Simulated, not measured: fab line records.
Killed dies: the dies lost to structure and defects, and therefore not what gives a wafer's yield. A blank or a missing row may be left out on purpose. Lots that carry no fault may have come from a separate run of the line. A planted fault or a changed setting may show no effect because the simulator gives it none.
fab line records	flow sky130
record lots=4	wafers=12	lastDay=49
route steps=708 shown LDD_LDN@292 SPACER@304 POLY_CUT@307 SD_P@320 RES_XHIGH@332 SALICIDE@361 PAD_OPEN@708
lots that met no fault: taken from a fault-free run of the same line
startH: hours from the record's opening day to when the first of the lot's shown wafers began	waitH: hours elapsed since this lot's preceding step	" identical to the entry in the row above	L1.1+2: a row that stands for several wafers	- either no value or no given start	* or withheld: withheld	< > ~ a bound
route shown NAME@n: a module of which the file shows steps, and the number in the route of the first	usual: mean/standard deviation of fault-free wafers	same: alike in all rows	chamber/n: place in a boat	sites: readings site by site	_std_site: the standard deviation of these	_edge_site: outer sites' mean less inner sites'	radiusMm: how far each site lies from the wafer's centre	mask NAME#n: copy n	behind: tool/chamber where the wafer was last shaped	hold: reason for holding the lot/hours on hold/outcome of the hold	device: which transistor (n, p or np) failed to switch	end of line: tests run on the same wafers once the route is complete	a step given without rows: its recipe and nothing more	killed: at the first sort, the dies lost to defects and structure; wafer yield is something else	map: a wafer's dies, marking killed ones x, the rest . and places with no die _
set.NAME: the run value of the setting; set.NAME@STEP: its run value at that earlier step	model.NAME: the simulator's own value behind a step, which no gauge read
certain route steps with their lots: each step a table, each wafer a row
services: a tool's chamber out of use, with start hour (startH, from the record's first day; less than 0 if before it), hours out, and reason
## steps
# step SKY_LDD_LDN_SOFTBAKE_03
# recipe tempC=90	timeS=60	resist=NOVOLAK
# step SKY_LDD_LDN_EXPOSE_04
# recipe maskId=LDNTM	na=0.6	sourceShape=conventional	sigmaOuter=0.6	polarization=unpolarized	targetCdNm=700	doseMj=140
# step SKY_LDD_LDN_PEB_05
# recipe tempC=withheld	timeS=*	resist=NOVOLAK
# step SKY_LDD_LDN_DEVELOP_06
# recipe resist=NOVOLAK	developer=TMAH	developTimeS=60	devTempC=23
# step SKY_LDD_LDN_IMPLANT_08
# recipe species=As	energyKev=15	doseCm2=1.25e+13	tiltDeg=withheld	rotationDeg=23
# step SKY_LDD_LDN_IMPLANT_09
# recipe species=As	energyKev=15	doseCm2=1.25e+13	tiltDeg=withheld	rotationDeg=113
# step SKY_LDD_LDN_IMPLANT_10
# recipe species=As	energyKev=15	doseCm2=1.25e+13	tiltDeg=withheld	rotationDeg=203
# step SKY_LDD_LDN_IMPLANT_11
# recipe species=As	energyKev=15	doseCm2=1.25e+13	tiltDeg=withheld	rotationDeg=293
# step SKY_LDD_LDN_STRIP_12
# recipe chemistry=O2/N2	powerW=1400	pressureMtorr=1500	platenTempC=withheld	o2FlowSccm=3000	n2FlowSccm=300	overashFraction=0.5
# step SKY_LDD_LDN_CLEAN_14
# recipe chemistry=SC1/SC2	mix=1:4:20	tempC=70	timeS=150	dry=n2Spin
# step SKY_SPACER_CVD_00
# recipe material=Si3N4	precursor=DCS/NH3	targetThkNm=43.1	tempC=770	timeS=740	pressureMtorr=250
# usual pressureMtorr=250.1/0.51	spikeTcTopC=785.1/1.5	zonePowerCentrePct=12.5/0.48
lot.wafer	tool	chamber	startH	waitH	pressureMtorr	spikeTcTopC	zonePowerCentrePct	model.Si3N4_of_SPACER_CVD_00.thkNm
L195.2	lpcvd-02	0	523.24	0.0	250.5	782.9	12.7	43.49
L195.3	"	0	"	"	250.2	784.4	13.0	43.48
L195.4	"	0	"	"	250.3	781.4	13.1	43.26
L199.1	lpcvd-02	0	550.62	0.1	249.8	783.0	13.0	43
L199.4	"	0	"	"	249.8	783.8	12.9	43.4
L199.6	"	0	"	"	249.6	785.1	13.0	42.89
L213.3	lpcvd-02	1	675.70	1.9	125.0	786.6	11.7	35.69
L213.5	"	1	"	"	124.9	785.2	12.1	35.54
L213.6	"	1	"	"	125.1	785.9	11.8	35.45
L214.1	lpcvd-02	1	690.46	0.0	125.5	788.7	12.1	35.1
L214.3	"	1	"	"	125.0	785.7	12.1	34.84
L214.5	"	1	"	"	123.7	785.4	12.2	35.06
# step SKY_SPACER_THK_MEAS_01
# recipe reads=Si3N4_of_SPACER_CVD_00
# usual SPACER_CVD_00_THK=43.4/0.44
lot.wafer	tool	chamber	startH	waitH	SPACER_CVD_00_THK[nm]
L195.2	filmMetro-03	-	524.45	0.0	43.5
L195.3	"	-	"	"	43.5
L195.4	"	-	"	"	43.2
L199.1	filmMetro-03	-	551.83	0.0	43.0
L199.4	"	-	"	"	43.4
L199.6	"	-	"	"	42.9
L213.3	filmMetro-02	-	677.56	0.0	35.7
L213.5	"	-	"	"	35.5
L213.6	"	-	"	"	35.4
L214.1	filmMetro-03	-	691.66	0.0	35.1
L214.3	"	-	"	"	34.8
L214.5	"	-	"	"	35.1
# step SKY_SPACER_ETCHBACK_02
# recipe chemistry=CH3F/O2	target=Si3N4	stopOn=SiO2	sourceW=400	biasW=80	pressureMtorr=25	ch3fFlowSccm=40	O2_flow_sccm=30	timeS=46.7	targetDepthA=450
# usual ch3fFlowSccm=40.02/0.12	drypumpMotorCurrentA=5.9/0.43	oesProductAu=0.858/0.0068	throttleValvePct=10.563/0.0089
lot.wafer	tool	chamber	startH	waitH	ch3fFlowSccm	drypumpMotorCurrentA	oesProductAu	rfHoursCounterH	throttleValvePct	model.etch.depthNm
L195.2	rieDiel-03	1	524.50	0.0	39.86	5.6	0.860	7	10.552	43.49
L195.3	"	0	"	"	40.00	5.3	0.858	3	10.572	43.48
L195.4	"	3	"	"	40.02	5.1	0.861	77	10.554	43.26
L199.1	rieDiel-04	3	551.89	0.1	39.88	5.9	0.859	74	10.565	43
L199.4	"	0	"	"	40.03	6.0	0.852	-	10.564	43.4
L199.6	"	3	"	"	39.77	5.8	0.853	-	10.563	42.89
L213.3	rieDiel-03	2	677.60	0.0	39.93	6.0	0.773	36	10.555	35.69
L213.5	"	0	"	"	40.10	5.3	0.770	-	10.543	35.54
L213.6	"	1	"	"	39.91	5.6	0.760	-	10.543	35.45
L214.1	rieDiel-02	1	691.72	0.1	39.89	5.9	0.762	11	10.548	35.1
L214.3	"	2	"	"	40.12	6.7	0.767	12	10.557	34.84
L214.5	"	3	"	"	40.01	6.4	0.767	-	10.544	35.06
# step SKY_POLY_CUT_DEHYDRATE_00
# recipe tempC=200	timeS=60
# step SKY_POLY_CUT_HMDS_01
# recipe primeTimeS=60	primeTempC=120
# step SKY_POLY_CUT_COAT_02
# recipe resist=BARC	tempC=withheld	timeS=withheld	spinRpm=3000	resistThkNm=60
# step SKY_POLY_CUT_COAT_03
# recipe resist=KrF-thick	spinRpm=3000	resistThkNm=450
# step SKY_POLY_CUT_SOFTBAKE_04
# recipe tempC=100	timeS=90	resist=KrF-thick
# step SKY_POLY_CUT_EXPOSE_05
# recipe maskId=NPCM	na=0.8	sourceShape=annular	sigmaInner=0.55	sigmaOuter=0.85	targetCdNm=270	doseMj=32
# step SKY_POLY_CUT_PEB_06
# recipe pebTempC=withheld	pebTimeS=withheld	resist=KrF-thick
# step SKY_POLY_CUT_DEVELOP_07
# recipe developTimeS=60	resist=KrF-thick	devTempC=21
# step SKY_POLY_CUT_ETCH_10
# recipe chemistry=N2/H2	target=BARC	ionEnergyEv=200	sourceW=500	biasW=100	pressureMtorr=30	n2FlowSccm=100	h2FlowSccm=200	stopOn=SiO2	timeS=45.9	targetDepthA=600
# step SKY_POLY_CUT_ETCH_11
# recipe target=Si3N4	chemistry=CF4/CH2F2/Ar	stopOn=poly-Si	sourceW=600	biasW=150	pressureMtorr=40	cf4FlowSccm=40	ch2f2FlowSccm=20	Ar_flow_sccm=150	timeS=42.5	targetDepthA=600
# step SKY_POLY_CUT_STRIP_12
# recipe chemistry=O2/N2	powerW=1400	pressureMtorr=1500	platenTempC=withheld	o2FlowSccm=3000	n2FlowSccm=300	overashFraction=0.5
# step SKY_SD_P_DEHYDRATE_00
# recipe tempC=200	timeS=60
# step SKY_SD_P_HMDS_01
# recipe primeTimeS=60	primeTempC=120
# step SKY_SD_P_COAT_02
# recipe resist=NOVOLAK	spinRpm=3000	resistThkNm=1140
# step SKY_SD_P_SOFTBAKE_03
# recipe tempC=90	timeS=60	resist=NOVOLAK
# step SKY_SD_P_EXPOSE_04
# recipe maskId=PSDM	na=0.6	sourceShape=conventional	sigmaOuter=0.6	polarization=unpolarized	targetCdNm=380	doseMj=138
# step SKY_SD_P_PEB_05
# recipe tempC=withheld	timeS=*	resist=NOVOLAK
# step SKY_SD_P_DEVELOP_06
# recipe resist=NOVOLAK	developer=TMAH	developTimeS=60	devTempC=23
# step SKY_SD_P_IMPLANT_09
# recipe species=BF2	energyKev=20	doseCm2=3e+15	tiltDeg=0
# step SKY_SD_P_STRIP_10
# recipe chemistry=O2/N2	powerW=1400	pressureMtorr=1500	platenTempC=withheld	o2FlowSccm=3000	n2FlowSccm=300	overashFraction=0.5
# step SKY_RES_XHIGH_DEHYDRATE_00
# recipe tempC=200	timeS=60
# step SKY_RES_XHIGH_HMDS_01
# recipe primeTimeS=60	primeTempC=120
# step SKY_SALICIDE_CLEAN_00
# recipe chemistry=HF-last	timeS=30	dilution=100:1	dry=ipaMarangoni
lot.wafer	tool	chamber	startH	waitH	model.Si3N4_of_SPACER_CVD_00.thkNm
L195.2+3	wetBench-03	1	642.74	0.1	42.51
L195.4	"	1	"	"	42.29
L199.1	wetBench-03	2	669.91	0.1	42.02
L199.4	"	2	"	"	42.41
L199.6	"	2	"	"	41.9
L213.3	wetBench-04	2	788.88	0.1	34.72
L213.5	"	2	"	"	34.56
L213.6	"	2	"	"	34.48
L214.1	wetBench-03	0	802.00	0.1	34.12
L214.3	"	0	"	"	33.86
L214.5	"	0	"	"	34.07
# step SKY_PAD_OPEN_PROBE_99
# usual killed_at_M0_to_M3=43/6.8	killed_at_M4_up=3.2/1.8	killedAtContacts=24/5.2	killedAtFrontEnd=15/4.2	killedAtOther=0.4/0.62	killedDies=85/8.7	killedOpen=46/6.7	killedShort=39/5.9
# same grossDies=492	killedAtBackSide=0
lot.wafer	tool	chamber	startH	waitH	killed_at_M0_to_M3	killed_at_M4_up	killedAtContacts	killedAtFrontEnd	killedAtOther	killedDies	killedOpen	killedShort	model.etest.pfet_01v8.rOnOhmUm	model.etest.nfetG5v0d10v5.rOnOhmUm	model.etest.sonosUncharged.rOnOhmUm	model.etest.pfet_01v8.driveUaUm	model.etest.sramPfetLatch.driveUaUm	model.etest.pfet_01v8_hvt.driveUaUm	model.etest.pfet_01v8_mvt.driveUaUm	model.etest.pfet_01v8_lvt.driveUaUm
L195.2	prober-01	-	1069.87	0.1	54	2	26	15	0	97	51	46	2932	1871	819.5	186.9	140.5	138	148.7	174.1
L195.3	prober-01	-	1069.92	0.2	33	2	45	10	0	90	43	47	2932	1875	804.8	188.8	139.7	138.9	148.8	169.8
L195.4	prober-01	-	1069.97	0.2	46	1	28	10	0	85	51	33	2868	1884	795.2	194.1	139.9	142.9	151.2	172.1
L199.1	prober-02	-	1091.49	0.1	46	9	16	20	1	92	45	47	2956	1911	833.8	188.3	141.6	139.1	149.7	173.1
L199.4	prober-02	-	1091.64	0.2	26	5	26	12	1	70	34	36	2949	1887	833.8	186.8	135.9	141	149	173.1
L199.6	prober-02	-	1091.74	0.2	52	7	26	18	0	103	48	55	2893	1891	824.5	191.9	138.7	143.3	151.4	176.3
L213.3	prober-02	-	1173.38	0.2	48	5	25	21	2	101	51	49	2623	1806	769.2	213.5	163.1	162.4	161.6	181.5
L213.5	prober-02	-	1173.48	0.2	46	4	23	15	2	90	46	42	2639	1807	754.1	215.9	156.8	160.2	162.5	179.6
L213.6	prober-02	-	1173.53	0.2	42	2	29	17	0	90	50	40	2627	1796	778.5	214.2	161.4	158.9	162.1	182
L214.1	prober-01	-	1181.44	0.1	45	4	20	17	0	86	36	50	2569	1822	768.1	222.3	166.2	167	165.3	181.3
L214.3	prober-01	-	1181.54	0.2	33	2	26	20	0	81	41	40	2563	1810	762.6	221.9	164.2	167.7	166	181.5
L214.5	prober-01	-	1181.64	0.2	34	1	24	13	1	73	42	31	2552	1825	752.9	224.5	165.6	169.1	164.8	181.8
# killed by level:class
L195.2 VIA1:geometricParticle:open=15 CONTACT:geometricParticle:open=10 METAL1:geometricParticle:short=7 VIA1:geometricParticle:short=7 LOCAL_INTERCONNECT:geometricParticle:short=6 VIA2:geometricParticle:open=5 METAL2:geometricParticle:short=5 VIA3:geometricParticle:open=4
L195.3 CONTACT:geometricParticle:open=14 LI_CONTACT:geometricParticle:open=12 CONTACT:geometricParticle:short=8 VIA3:geometricParticle:short=7 LI_CONTACT:geometricParticle:short=5 LOCAL_INTERCONNECT:geometricParticle:short=5 METAL1:geometricParticle:short=5 VIA1:geometricParticle:short=5
L195.4 VIA1:geometricParticle:open=14 CONTACT:geometricParticle:open=8 LI_CONTACT:geometricParticle:open=7 CONTACT:geometricParticle:short=5 VIA3:geometricParticle:open=5 LI_CONTACT:geometricParticle:short=4 METAL2:geometricParticle:open=4 VIA3:geometricParticle:short=4
L199.1 VIA3:geometricParticle:open=8 VIA1:geometricParticle:short=7 CONTACT:geometricParticle:open=7 VIA1:geometricParticle:open=7 METAL4:geometricParticle:short=7 POLY_GATE:geometricParticle:open=6 METAL1:geometricParticle:short=6 FIELD_ISO:geometricParticle:open=5
L199.4 CONTACT:geometricParticle:short=9 CONTACT:geometricParticle:open=6 FIELD_ISO:geometricParticle:open=4 FIELD_ISO:geometricParticle:short=4 VIA1:geometricParticle:open=4 LI_CONTACT:geometricParticle:open=4 VIA2:geometricParticle:open=4 LI_CONTACT:geometricParticle:short=3
L199.6 METAL2:geometricParticle:short=11 CONTACT:geometricParticle:open=10 VIA1:geometricParticle:open=8 VIA2:geometricParticle:open=7 VIA3:geometricParticle:open=7 CONTACT:geometricParticle:short=6 VIA1:geometricParticle:short=6 METAL4:geometricParticle:short=6
L213.3 VIA1:geometricParticle:open=14 CONTACT:geometricParticle:open=9 VIA2:geometricParticle:open=8 METAL2:geometricParticle:short=6 FIELD_ISO:geometricParticle:open=5 CONTACT:geometricParticle:short=5 VIA1:geometricParticle:short=5 FIELD_ISO:geometricParticle:short=4
L213.5 CONTACT:geometricParticle:open=10 METAL2:geometricParticle:short=9 VIA1:geometricParticle:short=9 LI_CONTACT:geometricParticle:open=7 VIA1:geometricParticle:open=7 FIELD_ISO:geometricParticle:short=6 VIA2:geometricParticle:open=6 VIA3:geometricParticle:open=6
L213.6 CONTACT:geometricParticle:open=16 METAL2:geometricParticle:short=7 VIA1:geometricParticle:open=7 VIA2:geometricParticle:open=7 VIA1:geometricParticle:short=6 LI_CONTACT:geometricParticle:open=5 POLY_GATE:geometricParticle:open=4 LI_CONTACT:geometricParticle:short=4
L214.1 METAL1:geometricParticle:short=10 VIA1:geometricParticle:open=9 METAL2:geometricParticle:short=7 LOCAL_INTERCONNECT:geometricParticle:short=6 CONTACT:geometricParticle:open=6 VIA3:geometricParticle:short=6 SPACER:geometricParticle:open=5 VIA1:geometricParticle:short=5
L214.3 VIA1:geometricParticle:open=8 FIELD_ISO:geometricParticle:short=7 METAL1:geometricParticle:short=7 LI_CONTACT:geometricParticle:open=7 CONTACT:geometricParticle:open=7 FIELD_ISO:geometricParticle:open=6 CONTACT:geometricParticle:short=6 LOCAL_INTERCONNECT:geometricParticle:short=4
L214.5 CONTACT:geometricParticle:open=13 VIA3:geometricParticle:open=8 VIA2:geometricParticle:open=5 CONTACT:geometricParticle:short=4 VIA1:geometricParticle:open=4 METAL1:geometricParticle:short=4 METAL2:geometricParticle:short=4 FIELD_ISO:geometricParticle:short=3
## services
tool	chamber	startH	hours	kind
rieDiel-03	0	506.26	2.7	repair
rieDiel-04	-	509.63	1.1	repair
rieDiel-03	-	533.40	0.4	repair
rieDiel-03	3	533.64	10.6	repair
rieDiel-02	3	570.61	2.5	repair
rieDiel-03	3	577.44	7.4	repair
rieDiel-04	-	588.19	28.1	pm
rieDiel-03	2	599.85	1.9	repair
rieDiel-02	1	606.48	15.5	repair
rieDiel-04	1	629.21	5.6	repair
rieDiel-02	3	652.25	31.3	repair
rieDiel-03	-	661.51	2.8	pm
rieDiel-03	-	670.20	2.0	repair
rieDiel-03	-	670.23	0.6	repair
rieDiel-02	-	670.35	0.5	repair
rieDiel-02	-	673.76	2.2	repair
lpcvd-02	-	682.47	4.8	repair
rieDiel-03	0	689.35	6.7	repair
rieDiel-03	3	694.04	31.4	repair
rieDiel-03	1	736.12	4.1	repair
rieDiel-03	3	737.14	10.1	repair
rieDiel-03	3	749.98	9.4	repair
rieDiel-03	0	796.26	2.4	repair
rieDiel-03	2	796.66	3.0	repair
## key
firstSign step=SKY_SPACER_CVD_00	reading=pressureMtorr	direction=down	sigmas=99+	usual=250.1	struck=124.9
effect step=SKY_SPACER_THK_MEAS_01	reading=SPACER_CVD_00_THK	direction=down	sigmas=19	usual=43.4	struck=35.3
effect step=SKY_SPACER_ETCHBACK_02	reading=oesProductAu	direction=down	sigmas=13	usual=0.858	struck=0.767
modelEffect step=SKY_SPACER_CVD_00	value=Si3N4_of_SPACER_CVD_00.thkNm	without=43.37	struck=35.28
modelEffect step=SKY_SPACER_ETCHBACK_02	value=etch.depthNm	without=43.37	struck=35.28
modelEffect step=SKY_SALICIDE_CLEAN_00	value=Si3N4_of_SPACER_CVD_00.thkNm	without=42.39	struck=34.3
modelEffect step=SKY_PAD_OPEN_PROBE_99	value=etest.pfet_01v8.rOnOhmUm	without=2844	struck=2595
metAt SKY_SPACER_CVD_00
struckWafers L213.3,L213.5,L213.6,L214.1,L214.3,L214.5
testerLeftOut L213,L214
onsetBetween 550.62 675.70
fault kind=processParameterDrift	tool=lpcvd-02	chamber=-	onsetH=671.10	steps=SKY_SPACER_CVD_00	channel=pressureMtorr	offset=-125	shape=step	endH=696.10	actsIn=theseRecipesOnly	stated=250
# testerLeftOut: of these lots the tester's yield and bins aren't shown, on N5 and GAA mostly nor the transistor test; their killed dies are dies lost to structure and defects alone, not to doping, threshold or leakage, so they don't give the yield
